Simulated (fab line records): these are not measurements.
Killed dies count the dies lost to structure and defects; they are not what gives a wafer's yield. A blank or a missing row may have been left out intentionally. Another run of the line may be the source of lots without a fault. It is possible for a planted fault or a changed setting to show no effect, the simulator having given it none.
Which tool is to blame? ; flow sky130 ; 15 lots, 38 wafers sampled, at 5 steps of a route of 708

WHAT EACH GAUGE READ, for each wafer
SKY_CAP2M_THK_MEAS_04: measures by xrf. Usual: CAP2M_TIN_THK gives 193.7 nm (standard deviation 2.7).
lot;measured;on;CAP2M_TIN_THK (nm);flag
L157;day 40 09:51;film-metro-02;192.7 195.1 193.4;
L159;day 40 14:43;film-metro-03;192.7 197.0 192.7;
L158;day 40 17:02;film-metro-04;189.3 190.4 189.2;
L160;day 40 20:05;film-metro-04;195.8 198.7 192.5;
L161;day 41 01:38;film-metro-02;192.1;
L162;day 41 06:44;film-metro-03;198.5 194.5 201.1;
L164;day 41 18:46;film-metro-02;189.0 194.7;
L163;day 42 00:55;film-metro-02;198.6;
L165;day 42 01:39;film-metro-02;193.4;
L168;day 43 04:14;film-metro-03;191.0 194.1 190.3;
L169;day 43 06:04;film-metro-03;197.7 195.0 196.2;
L170;day 43 10:27;film-metro-04;194.0 192.6 191.9;
L173;day 44 08:32;film-metro-02;191.9 196.0 194.5;
L177;day 45 09:18;film-metro-04;192.3 190.7 191.3;
L178;day 45 14:29;film-metro-03;194.2 193.6 191.9;

SKY_VIA4_THK_MEAS_01. Usual: VIA4_HDPCVD_THK gives 1751 nm (standard deviation 19).
lot;measured;on;VIA4_HDPCVD_THK (nm);flag
L157;day 42 11:41;film-metro-04;1744 1770 1736;
L159;day 42 16:42;film-metro-01;1712 1746 1702;
L158;day 42 18:46;film-metro-01;1771 1733 1735;
L160;day 42 21:44;film-metro-04;1772 1726 1758;
L161;day 43 03:28;film-metro-02;1976;OFF
L162;day 43 08:12;film-metro-02;1745 1785 1740;
L164;day 43 20:04;film-metro-04;1976 1723;OFF
L163;day 44 01:02;film-metro-01;1963;OFF
L165;day 44 02:45;film-metro-04;1982;OFF
L168;day 45 02:46;film-metro-01;1758 1753 1757;
L169;day 45 03:55;film-metro-04;1753 1781 1783;
L170;day 45 09:13;film-metro-01;1775 1749 1773;
L173;day 46 05:28;film-metro-01;1725 1759 1733;
L177;day 47 05:07;film-metro-01;1748 1784 1769;
L178;day 47 09:35;film-metro-01;1767 1783 1777;

EACH LOT AND THE TOOL THAT RAN IT (in order: tool; ch and the chambers of the sampled wafers; start)
lot;SKY_METAL4_SPUTTER_03;SKY_METAL4_SPUTTER_04;SKY_VIA4_HDPCVD_00
L157;pvd-sputter-02, day 40 09:27;pvd-sputter-02, day 40 09:28;hdpcvd-01 ch 0,1, day 42 11:29
L159;pvd-sputter-01, day 40 14:21;pvd-sputter-01, day 40 14:22;hdpcvd-02 ch 0,1,2, day 42 16:31
L158;pvd-sputter-03, day 40 16:40;pvd-sputter-03, day 40 16:41;hdpcvd-02 ch 0,1,2, day 42 18:35
L160;pvd-sputter-02, day 40 19:41;pvd-sputter-02, day 40 19:42;hdpcvd-02 ch 0,2, day 42 21:32
L161;pvd-sputter-03, day 41 01:13;pvd-sputter-03, day 41 01:14;hdpcvd-02 ch 0, day 43 03:19
L162;pvd-sputter-03, day 41 06:20;pvd-sputter-03, day 41 06:21;hdpcvd-01 ch 0,1,2, day 43 08:00
L164;pvd-sputter-02, day 41 18:22;pvd-sputter-02, day 41 18:23;hdpcvd-02 ch 0,1, day 43 19:53
L163;pvd-sputter-02, day 42 00:31;pvd-sputter-02, day 42 00:32;hdpcvd-02 ch 0, day 44 00:55
L165;pvd-sputter-01, day 42 01:14;pvd-sputter-01, day 42 01:16;hdpcvd-02 ch 0, day 44 02:30
L168;pvd-sputter-02, day 43 03:51;pvd-sputter-02, day 43 03:52;hdpcvd-01 ch 0,1,2, day 45 02:35
L169;pvd-sputter-02, day 43 05:42;pvd-sputter-02, day 43 05:43;hdpcvd-01 ch 0,2, day 45 03:44
L170;pvd-sputter-03, day 43 10:03;pvd-sputter-03, day 43 10:04;hdpcvd-01 ch 1,2, day 45 09:01
L173;pvd-sputter-02, day 44 08:10;pvd-sputter-02, day 44 08:11;hdpcvd-01 ch 0,1,2, day 46 05:17
L177;pvd-sputter-03, day 45 08:55;pvd-sputter-03, day 45 08:56;hdpcvd-01 ch 1,2, day 47 04:55
L178;pvd-sputter-03, day 45 14:06;pvd-sputter-03, day 45 14:07;hdpcvd-01 ch 0,1,2, day 47 09:24
- SKY_METAL4_SPUTTER_03: material Ti, target thk 5 nm, time 3.3 s.
- SKY_METAL4_SPUTTER_04: material TiN, target thk 70 nm, time 58.3 s.
- SKY_VIA4_HDPCVD_00: deposits SiO2, target thk 1750 nm, time 291.7 s.

WHAT THE TOOLS THEMSELVES READ (means of the sampled wafers that have a number; where no wafer has one, the mark that the record gives instead)
SKY_METAL4_SPUTTER_03. Usual: throttle-valve-pct 30.2 %, standard deviation 1.3.
lot;tool;throttle-valve-pct (%);flag
L157;pvd-sputter-02;30.1;
L159;pvd-sputter-01;30.1;
L158;pvd-sputter-03;31.6;
L160;pvd-sputter-02;30.6;
L161;pvd-sputter-03;31.6;
L162;pvd-sputter-03;31.0;
L164;pvd-sputter-02;30.4;
L163;pvd-sputter-02;29.8;
L165;pvd-sputter-01;30.2;
L168;pvd-sputter-02;30.2;
L169;pvd-sputter-02;30.3;
L170;pvd-sputter-03;30.8;
L173;pvd-sputter-02;29.9;
L177;pvd-sputter-03;29.8;
L178;pvd-sputter-03;31.5;

SKY_METAL4_SPUTTER_04. Usual: throttle-valve-pct 30.2 %, standard deviation 1.3.
lot;tool;throttle-valve-pct (%);flag
L157;pvd-sputter-02;29.9;
L159;pvd-sputter-01;30.0;
L158;pvd-sputter-03;31.7;
L160;pvd-sputter-02;30.6;
L161;pvd-sputter-03;31.2;
L162;pvd-sputter-03;30.9;
L164;pvd-sputter-02;30.4;
L163;pvd-sputter-02;30.1;
L165;pvd-sputter-01;30.2;
L168;pvd-sputter-02;30.2;
L169;pvd-sputter-02;30.2;
L170;pvd-sputter-03;30.7;
L173;pvd-sputter-02;30.0;
L177;pvd-sputter-03;29.9;
L178;pvd-sputter-03;31.7;

SKY_VIA4_HDPCVD_00. Usual: run-length-s 319.7 s, standard deviation 0.36.
lot;tool;run-length-s (s);flag
L157;hdpcvd-01;320.2;
L159;hdpcvd-02;319.3;
L158;hdpcvd-02;319.7;
L160;hdpcvd-02;319.8;
L161;hdpcvd-02;355.6;OFF
L162;hdpcvd-01;319.9;
L164;hdpcvd-02;337.4;OFF
L163;hdpcvd-02;355.5;OFF
L165;hdpcvd-02;355.1;OFF
L168;hdpcvd-01;319.8;
L169;hdpcvd-01;320.0;
L170;hdpcvd-01;319.7;
L173;hdpcvd-01;319.7;
L177;hdpcvd-01;320.3;
L178;hdpcvd-01;320.1;

THE ANSWER, worked out from the rows above alone
Rule: lot off if the mean of its wafers having a number is beyond 3 standard deviations from the usual mean. A lot without any number at a reading at which 4 lots or more have one is off too. Any other lot the step has rows for is counted as sound. The gauges are gone through in route order, then the tools' own readings, and for those a lot's mean is taken as printed above. The first step at which some lot is off is used, and at that step the reading that is off furthest; a lot without a number counts as furthest.
Off: L161, L164, L163, L165, seen at SKY_VIA4_THK_MEAS_01 (VIA4_HDPCVD_THK).
A tool fits if, at a process step before that reading, it ran every lot that is off, and no sound lot after the first of them. The gauges at SKY_VIA4_THK_MEAS_01 aren't tried: what is off there is off at SKY_VIA4_HDPCVD_00 too, on other tools, and a gauge's error can't cause that. One fits: hdpcvd-02 at SKY_VIA4_HDPCVD_00. A fault onset in the window from L160 (day 42 21:32, its last sound lot) to L161 (day 43 03:19, its first lot off) fits.
On the lots that are off, the tool's own readings at SKY_VIA4_HDPCVD_00 differ by more than 5 times the standard deviation of the sound lots' means, which bears it out; run-length-s reads 350.9 s there versus 319.9 s on the sound lots.

WHAT HAD BEEN PUT IN BY THE SIMULATOR
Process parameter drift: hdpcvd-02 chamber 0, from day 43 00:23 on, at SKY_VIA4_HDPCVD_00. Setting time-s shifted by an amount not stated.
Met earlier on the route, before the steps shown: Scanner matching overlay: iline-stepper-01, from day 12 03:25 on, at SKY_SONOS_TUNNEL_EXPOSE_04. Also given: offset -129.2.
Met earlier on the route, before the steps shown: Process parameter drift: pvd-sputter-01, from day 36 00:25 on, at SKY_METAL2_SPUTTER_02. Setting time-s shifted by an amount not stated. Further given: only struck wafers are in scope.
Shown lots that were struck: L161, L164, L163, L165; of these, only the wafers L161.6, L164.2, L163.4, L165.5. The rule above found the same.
